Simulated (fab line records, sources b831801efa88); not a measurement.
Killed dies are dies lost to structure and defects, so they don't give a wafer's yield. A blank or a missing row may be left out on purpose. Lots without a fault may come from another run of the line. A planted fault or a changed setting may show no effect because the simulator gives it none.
Which tool did it? | flow gf180mcu | 24 lots, 72 wafers sampled, at 5 steps of a route of 602

WHAT THE GAUGES READ, wafer by wafer
GF_M1_CD_MEAS_14: target cd 230 nm. Usual: cd_nm 229.8 nm, standard deviation 1.
lot  | measured     | on        | cd_nm (nm)        | flag
L074 | day 17 02:08 | cd_sem-02 | 228.4 228.1 228.8 |
L075 | day 17 06:07 | cd_sem-02 | 229.5 228.6 230.9 |
L076 | day 17 20:58 | cd_sem-01 | 230.3 230.2 229.8 |
L077 | day 18 00:18 | cd_sem-01 | 232.3 232.2 230.7 |
L078 | day 18 10:34 | cd_sem-01 | 228.8 228.3 228.8 |
L079 | day 19 02:03 | cd_sem-01 | 229.7 229.6 229.9 |
L080 | day 19 12:25 | cd_sem-02 | 228.8 228.7 229.2 |
L081 | day 19 19:36 | cd_sem-01 | 230.9 230.8 229.6 |
L082 | day 20 07:01 | cd_sem-02 | 229.2 228.9 229.1 |
L083 | day 20 15:52 | cd_sem-02 | 229.5 228.7 229.8 |
L084 | day 20 18:06 | cd_sem-02 | 231.1 231.0 230.1 |
L085 | day 21 02:42 | cd_sem-01 | 230.6 230.5 231.1 |
L086 | day 21 08:26 | cd_sem-01 | 229.1 229.0 229.2 |
L087 | day 22 02:00 | cd_sem-02 | 230.5 231.0 230.6 |
L088 | day 22 06:06 | cd_sem-01 | 231.2 231.3 230.7 |
L089 | day 22 19:53 | cd_sem-02 | 230.5 231.3 230.3 |
L090 | day 22 21:53 | cd_sem-02 | 228.6 228.6 228.5 |
L091 | day 23 01:59 | cd_sem-01 | 228.1 228.1 228.4 |
L092 | day 23 10:51 | cd_sem-01 | 232.2 231.3 231.0 |
L093 | day 23 16:02 | cd_sem-02 | 230.6 229.8 229.7 |
L094 | day 23 23:01 | cd_sem-02 | 229.2 230.3 230.7 |
L095 | day 24 07:00 | cd_sem-02 | 228.6 228.2 228.3 |
L096 | day 24 18:15 | cd_sem-01 | 229.5 229.0 230.2 |
L097 | day 25 08:49 | cd_sem-02 | 231.1 230.7 230.3 |

GF_V5_THK_MEAS_03. Usual: V5_CVD_02_THK 1452 nm, standard deviation 17.
lot  | measured     | on            | V5_CVD_02_THK (nm) | flag
L074 | day 26 08:21 | film_metro-04 | 1434 1450 1445     |
L075 | day 26 12:01 | film_metro-04 | 1439 1430 1463     |
L076 | day 26 23:31 | film_metro-04 | 1426 1459 1469     |
L077 | day 27 03:07 | film_metro-01 | 1420 1439 1441     |
L078 | day 27 12:14 | film_metro-04 | 1446 1471 1462     |
L079 | day 28 02:28 | film_metro-04 | 1425 1457 1474     |
L080 | day 28 09:31 | film_metro-02 | 1469 1469 1472     |
L081 | day 28 16:22 | film_metro-01 | 1449 1433 1459     |
L082 | day 29 01:02 | film_metro-01 | 1454 1438 1448     |
L083 | day 29 07:35 | film_metro-01 | 1462 1500 1461     |
L084 | day 29 10:24 | film_metro-01 | 1453 1439 1465     |
L085 | day 29 14:58 | film_metro-04 | 1449 1430 1461     |
L086 | day 29 20:58 | film_metro-02 | 1438 1451 1464     |
L087 | day 30 10:07 | film_metro-01 | 1443 1457 1472     |
L088 | day 30 15:51 | film_metro-01 | 1448 1422 1447     |
L089 | day 31 01:17 | film_metro-02 | 1444 1477 1501     |
L090 | day 31 02:38 | film_metro-04 | 1433 1461 1459     |
L091 | day 31 05:11 | film_metro-02 | 1447 1466 1452     |
L092 | day 31 13:49 | film_metro-02 | 1439 1482 1453     |
L093 | day 31 14:53 | film_metro-02 | 1446 1460 1449     |
L094 | day 31 21:58 | film_metro-01 | 1425 1459 1473     |
L095 | day 32 02:40 | film_metro-04 | 1429 1429 1446     |
L096 | day 32 11:33 | film_metro-02 | 1459 1450 1447     |
L097 | day 32 23:13 | film_metro-02 | 1447 1467 1462     |

WHICH TOOL RAN EACH LOT (tool, then ch and the chambers of the sampled wafers, then the start)
lot  | GF_M2_SPUTTER_03             | GF_V4_SPUTTER_21             | GF_MIM_SPUTTER_01
L074 | pvd_sputter-01, day 18 04:34 | pvd_sputter-03, day 24 10:35 | pvd_sputter-01, day 24 11:22
L075 | pvd_sputter-01, day 18 08:22 | pvd_sputter-03, day 24 15:43 | pvd_sputter-01, day 24 16:31
L076 | pvd_sputter-01, day 19 00:04 | pvd_sputter-02, day 25 03:50 | pvd_sputter-01, day 25 04:37
L077 | pvd_sputter-01, day 19 02:40 | pvd_sputter-02, day 25 07:13 | pvd_sputter-01, day 25 08:01
L078 | pvd_sputter-02, day 19 13:13 | pvd_sputter-02, day 25 16:53 | pvd_sputter-04, day 25 17:40
L079 | pvd_sputter-04, day 20 05:41 | pvd_sputter-01, day 26 07:46 | pvd_sputter-03, day 26 08:34
L080 | pvd_sputter-04, day 20 15:17 | pvd_sputter-02, day 26 15:25 | pvd_sputter-04, day 26 16:13
L081 | pvd_sputter-01, day 20 22:19 | pvd_sputter-02, day 26 21:17 | pvd_sputter-04, day 26 22:04
L082 | pvd_sputter-04, day 21 09:56 | pvd_sputter-03, day 27 06:27 | pvd_sputter-04, day 27 07:14
L083 | pvd_sputter-01, day 21 18:32 | pvd_sputter-03, day 27 14:35 | pvd_sputter-03, day 27 15:23
L084 | pvd_sputter-02, day 21 21:55 | pvd_sputter-03, day 27 17:06 | pvd_sputter-01, day 27 17:53
L085 | pvd_sputter-01, day 22 05:17 | pvd_sputter-03, day 27 22:52 | pvd_sputter-01, day 27 23:40
L086 | pvd_sputter-02, day 22 11:16 | pvd_sputter-02, day 28 04:10 | pvd_sputter-03, day 28 04:58
L087 | pvd_sputter-01, day 23 04:42 | pvd_sputter-03, day 28 18:46 | pvd_sputter-01, day 28 19:33
L088 | pvd_sputter-01, day 23 09:23 | pvd_sputter-01, day 28 23:28 | pvd_sputter-03, day 29 00:16
L089 | pvd_sputter-01, day 23 21:45 | pvd_sputter-03, day 29 09:46 | pvd_sputter-01, day 29 10:46
L090 | pvd_sputter-02, day 23 23:39 | pvd_sputter-01, day 29 12:25 | pvd_sputter-01, day 29 13:26
L091 | pvd_sputter-04, day 24 04:34 | pvd_sputter-01, day 29 14:28 | pvd_sputter-01, day 29 15:16
L092 | pvd_sputter-01, day 24 12:13 | pvd_sputter-03, day 29 22:49 | pvd_sputter-03, day 29 23:49
L093 | pvd_sputter-04, day 24 16:49 | pvd_sputter-03, day 30 00:31 | pvd_sputter-04, day 30 01:19
L094 | pvd_sputter-04, day 25 00:26 | pvd_sputter-03, day 30 07:38 | pvd_sputter-04, day 30 08:26
L095 | pvd_sputter-04, day 25 07:52 | pvd_sputter-01, day 30 13:37 | pvd_sputter-04, day 30 14:25
L096 | pvd_sputter-02, day 25 19:38 | pvd_sputter-01, day 31 00:03 | pvd_sputter-04, day 31 00:51
L097 | pvd_sputter-04, day 26 08:23 | pvd_sputter-01, day 31 10:59 | pvd_sputter-01, day 31 11:46
- GF_M2_SPUTTER_03: material Ti, target thk 10 nm, time 6.7 s.
- GF_V4_SPUTTER_21: material Ti, target thk 15 nm, time 80.02 s.
- GF_MIM_SPUTTER_01: material TiN, target thk 30 nm, time 25 s.

WHAT THE TOOLS THEMSELVES READ (means of the sampled wafers that have a number; where no wafer has one, the mark that the record gives instead)
GF_M2_SPUTTER_03. Usual: throttle_valve_pct 30.0 %, standard deviation 0.85.
lot  | tool           | throttle_valve_pct (%) | flag
L074 | pvd_sputter-01 | 30.3                   |
L075 | pvd_sputter-01 | 30.3                   |
L076 | pvd_sputter-01 | 30.7                   |
L077 | pvd_sputter-01 | 29.9                   |
L078 | pvd_sputter-02 | 30.7                   |
L079 | pvd_sputter-04 | 30.7                   |
L080 | pvd_sputter-04 | 30.2                   |
L081 | pvd_sputter-01 | 30.8                   |
L082 | pvd_sputter-04 | 30.5                   |
L083 | pvd_sputter-01 | 29.7                   |
L084 | pvd_sputter-02 | 29.4                   |
L085 | pvd_sputter-01 | 30.4                   |
L086 | pvd_sputter-02 | 30.4                   |
L087 | pvd_sputter-01 | 30.4                   |
L088 | pvd_sputter-01 | 30.1                   |
L089 | pvd_sputter-01 | 29.8                   |
L090 | pvd_sputter-02 | 29.9                   |
L091 | pvd_sputter-04 | 29.7                   |
L092 | pvd_sputter-01 | 29.8                   |
L093 | pvd_sputter-04 | 30.4                   |
L094 | pvd_sputter-04 | 29.7                   |
L095 | pvd_sputter-04 | 30.3                   |
L096 | pvd_sputter-02 | 30.1                   |
L097 | pvd_sputter-04 | 29.7                   |

GF_V4_SPUTTER_21. Usual: throttle_valve_pct 29.9 %, standard deviation 0.74.
lot  | tool           | throttle_valve_pct (%) | flag
L074 | pvd_sputter-03 | 29.4                   |
L075 | pvd_sputter-03 | 30.2                   |
L076 | pvd_sputter-02 | 30.0                   |
L077 | pvd_sputter-02 | 29.7                   |
L078 | pvd_sputter-02 | 29.1                   |
L079 | pvd_sputter-01 | 29.7                   |
L080 | pvd_sputter-02 | 29.2                   |
L081 | pvd_sputter-02 | 30.8                   |
L082 | pvd_sputter-03 | 29.5                   |
L083 | pvd_sputter-03 | 29.9                   |
L084 | pvd_sputter-03 | 29.7                   |
L085 | pvd_sputter-03 | 29.9                   |
L086 | pvd_sputter-02 | 29.8                   |
L087 | pvd_sputter-03 | 29.5                   |
L088 | pvd_sputter-01 | 30.9                   |
L089 | pvd_sputter-03 | 29.6                   |
L090 | pvd_sputter-01 | 30.3                   |
L091 | pvd_sputter-01 | 30.4                   |
L092 | pvd_sputter-03 | 29.6                   |
L093 | pvd_sputter-03 | 29.7                   |
L094 | pvd_sputter-03 | 29.6                   |
L095 | pvd_sputter-01 | 30.4                   |
L096 | pvd_sputter-01 | 30.4                   |
L097 | pvd_sputter-01 | 30.4                   |

GF_MIM_SPUTTER_01. Usual: throttle_valve_pct 30.0 %, standard deviation 0.83.
lot  | tool           | throttle_valve_pct (%) | flag
L074 | pvd_sputter-01 | 29.8                   |
L075 | pvd_sputter-01 | 30.0                   |
L076 | pvd_sputter-01 | 29.7                   |
L077 | pvd_sputter-01 | 31.1                   |
L078 | pvd_sputter-04 | 30.4                   |
L079 | pvd_sputter-03 | 30.1                   |
L080 | pvd_sputter-04 | 29.6                   |
L081 | pvd_sputter-04 | 30.0                   |
L082 | pvd_sputter-04 | 29.7                   |
L083 | pvd_sputter-03 | 29.8                   |
L084 | pvd_sputter-01 | 30.4                   |
L085 | pvd_sputter-01 | 31.0                   |
L086 | pvd_sputter-03 | 29.2                   |
L087 | pvd_sputter-01 | 30.4                   |
L088 | pvd_sputter-03 | 30.2                   |
L089 | pvd_sputter-01 | 30.3                   |
L090 | pvd_sputter-01 | 30.3                   |
L091 | pvd_sputter-01 | 29.7                   |
L092 | pvd_sputter-03 | 29.6                   |
L093 | pvd_sputter-04 | 30.0                   |
L094 | pvd_sputter-04 | 29.6                   |
L095 | pvd_sputter-04 | 29.6                   |
L096 | pvd_sputter-04 | 30.1                   |
L097 | pvd_sputter-01 | 29.9                   |

THE ANSWER, worked out from the rows above alone
Rule: a lot is off if the mean of its wafers that have a number lies more than 3 standard deviations from the usual mean. A lot without any number at a reading at which 4 lots or more have one is off too. The other lots that the step has rows for count as sound. The gauges are gone through in route order, then the tools' own readings, and for those a lot's mean is taken as printed above. The first step at which some lot is off is used, and at that step the reading that is off furthest; a lot without a number counts as furthest.
No lot is off at any reading shown: from this, nothing can be told.

WHAT THE SIMULATOR HAD PUT IN
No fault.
